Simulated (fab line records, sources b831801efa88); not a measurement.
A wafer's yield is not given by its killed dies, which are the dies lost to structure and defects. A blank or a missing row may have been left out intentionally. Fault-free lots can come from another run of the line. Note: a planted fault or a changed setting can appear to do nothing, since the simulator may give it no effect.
Split-lot experiment || flow sfq line || 5 lots, 23 wafers read, on a route of 325 steps

## ABOUT THE SPLIT
At SFQ_TRILAYER_M8_DEP_EVAP_196 (material Au, target thk 180 nm, time 900 s), the setting time s was moved away from the recipe's 900 s on 6 of the 23 wafers read, by -7.9% to +15.0%. For the rest of the wafers, this setting stayed at what the recipe calls for.

## THE PATH FROM SPLIT TO READING: the file shows 1 step between them
- SFQ_M8_RS_MEAS_949: measures by four-point-probe

## THE READING
M8_AU_THK, in nm, at SFQ_M8_THK_MEAS_950 (measures by xrf). Typical for fault-free wafers on this fab line: 178.7 nm, with standard deviation 2.3 nm.

{"wafer": "L076.1", "tool, chamber at the split": "pvd sputter-02, -", "time s as run, s": 900, "against the recipe": "recipe", "M8_AU_THK, nm": 175.6, "against lot-mates on the recipe": "-"}
{"wafer": "L076.2", "tool, chamber at the split": "pvd sputter-02, -", "time s as run, s": 829.3, "against the recipe": "-7.9%", "M8_AU_THK, nm": 163.7, "against lot-mates on the recipe": -11.8}
{"wafer": "L076.3", "tool, chamber at the split": "pvd sputter-02, -", "time s as run, s": 829.3, "against the recipe": "-7.9%", "M8_AU_THK, nm": 159.5, "against lot-mates on the recipe": -16.0}
{"wafer": "L076.4", "tool, chamber at the split": "pvd sputter-02, -", "time s as run, s": 900, "against the recipe": "recipe", "M8_AU_THK, nm": 174.8, "against lot-mates on the recipe": "-"}
{"wafer": "L076.6", "tool, chamber at the split": "pvd sputter-02, -", "time s as run, s": 900, "against the recipe": "recipe", "M8_AU_THK, nm": 176.1, "against lot-mates on the recipe": "-"}
{"wafer": "L078.1", "tool, chamber at the split": "pvd sputter-02, -", "time s as run, s": 900, "against the recipe": "recipe", "M8_AU_THK, nm": 179.3, "against lot-mates on the recipe": "-"}
{"wafer": "L078.2", "tool, chamber at the split": "pvd sputter-02, -", "time s as run, s": 900, "against the recipe": "recipe", "M8_AU_THK, nm": 180.0, "against lot-mates on the recipe": "-"}
{"wafer": "L078.4", "tool, chamber at the split": "pvd sputter-02, -", "time s as run, s": 900, "against the recipe": "recipe", "M8_AU_THK, nm": 176.6, "against lot-mates on the recipe": "-"}
{"wafer": "L078.5", "tool, chamber at the split": "pvd sputter-02, -", "time s as run, s": 900, "against the recipe": "recipe", "M8_AU_THK, nm": 180.0, "against lot-mates on the recipe": "-"}
{"wafer": "L078.6", "tool, chamber at the split": "pvd sputter-02, -", "time s as run, s": 900, "against the recipe": "recipe", "M8_AU_THK, nm": 180.3, "against lot-mates on the recipe": "-"}
{"wafer": "L079.2", "tool, chamber at the split": "pvd sputter-01, -", "time s as run, s": 1035, "against the recipe": "+15.0%", "M8_AU_THK, nm": 206.1, "against lot-mates on the recipe": "+28.8"}
{"wafer": "L079.3", "tool, chamber at the split": "pvd sputter-01, -", "time s as run, s": 1035, "against the recipe": "+15.0%", "M8_AU_THK, nm": 205.0, "against lot-mates on the recipe": "+27.7"}
{"wafer": "L079.4", "tool, chamber at the split": "pvd sputter-01, -", "time s as run, s": 900, "against the recipe": "recipe", "M8_AU_THK, nm": 176.7, "against lot-mates on the recipe": "-"}
{"wafer": "L079.5", "tool, chamber at the split": "pvd sputter-01, -", "time s as run, s": 900, "against the recipe": "recipe", "M8_AU_THK, nm": 177.2, "against lot-mates on the recipe": "-"}
{"wafer": "L079.6", "tool, chamber at the split": "pvd sputter-01, -", "time s as run, s": 900, "against the recipe": "recipe", "M8_AU_THK, nm": 178.0, "against lot-mates on the recipe": "-"}
{"wafer": "L080.3", "tool, chamber at the split": "pvd sputter-02, -", "time s as run, s": 900, "against the recipe": "recipe", "M8_AU_THK, nm": 180.4, "against lot-mates on the recipe": "-"}
{"wafer": "L080.5", "tool, chamber at the split": "pvd sputter-02, -", "time s as run, s": 900, "against the recipe": "recipe", "M8_AU_THK, nm": 177.7, "against lot-mates on the recipe": "-"}
{"wafer": "L080.6", "tool, chamber at the split": "pvd sputter-02, -", "time s as run, s": 900, "against the recipe": "recipe", "M8_AU_THK, nm": 179.9, "against lot-mates on the recipe": "-"}
{"wafer": "L084.1", "tool, chamber at the split": "pvd sputter-02, -", "time s as run, s": 900, "against the recipe": "recipe", "M8_AU_THK, nm": 180.5, "against lot-mates on the recipe": "-"}
{"wafer": "L084.2", "tool, chamber at the split": "pvd sputter-02, -", "time s as run, s": 1011, "against the recipe": "+12.3%", "M8_AU_THK, nm": 201.5, "against lot-mates on the recipe": "+21.8"}
{"wafer": "L084.3", "tool, chamber at the split": "pvd sputter-02, -", "time s as run, s": 1011, "against the recipe": "+12.3%", "M8_AU_THK, nm": 201.2, "against lot-mates on the recipe": "+21.5"}
{"wafer": "L084.5", "tool, chamber at the split": "pvd sputter-02, -", "time s as run, s": 900, "against the recipe": "recipe", "M8_AU_THK, nm": 178.9, "against lot-mates on the recipe": "-"}
{"wafer": "L084.6", "tool, chamber at the split": "pvd sputter-02, -", "time s as run, s": 900, "against the recipe": "recipe", "M8_AU_THK, nm": 179.8, "against lot-mates on the recipe": "-"}

THE FIT
A straight line over all 23 wafers: M8_AU_THK changes by +1.89 nm for each +1% of time s; r = +0.99; the points scatter about the line by 1.9 nm.
The same after taking each lot's own level away (the mean of its wafers on the recipe; 23 wafers): +1.82 nm for each +1%; r = +0.99; scatter 1.2 nm.
Per that fit: largest time s move, reading shift of 27 nm.
The lots' own levels span 175.50 to 179.73 nm, that is 1.8 times the standard deviation above.
Consequently the slope shifts little with the lot-to-lot level, the two slopes agreeing.
Check: +26.8 nm against its lot-mates is what the line predicts for one of the wafers moved furthest among these (+15.0%) when that wafer is left out of the fit. It came out at +28.8 nm against them.

## OTHER SPLITS ON THESE WAFERS
Note: prior to the reading, these wafers also went through further splits. Each is held against what the fit with the lots' levels taken away leaves over:
{"other split on the same wafers": "SFQ_TRILAYER_I7_DEP_PECVD_183 time s", "wafers away from the commonest value": 5, "r with M8_AU_THK (lot level and that fit taken away)": "+0.17"}
{"other split on the same wafers": "SFQ_TRILAYER_I7_VIA_LITHO_EXPOSE_188 dose mj", "wafers away from the commonest value": 6, "r with M8_AU_THK (lot level and that fit taken away)": -0.13}

## THE WHOLE CHAIN: every reading that the file lists as answering this split, in the file's order
{"step": "SFQ_TRILAYER_M8_DEP_EVAP_196", "what it does": "material Au, target thk 180 nm, time 900 s", "reading": "Au_of_TRILAYER_M8_DEP_EVAP_196.thk nm (the simulator's own value, which no gauge read)", "change (the file's fit)": "+1.81 nm for each +1% of the setting", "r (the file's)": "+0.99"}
{"step": "SFQ_M8_RS_MEAS_949", "what it does": "measures by four-point-probe", "reading": "M8_AU_RS", "change (the file's fit)": "-0.00142 for each +1% of the setting", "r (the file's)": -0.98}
{"step": "SFQ_M8_THK_MEAS_950", "what it does": "measures by xrf", "reading": "M8_AU_THK", "change (the file's fit)": "+1.82 for each +1% of the setting", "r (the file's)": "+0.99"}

## THE FILE'S OWN FIT
M8_AU_THK changes by +1.82 nm for each +1% of time s, r = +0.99.
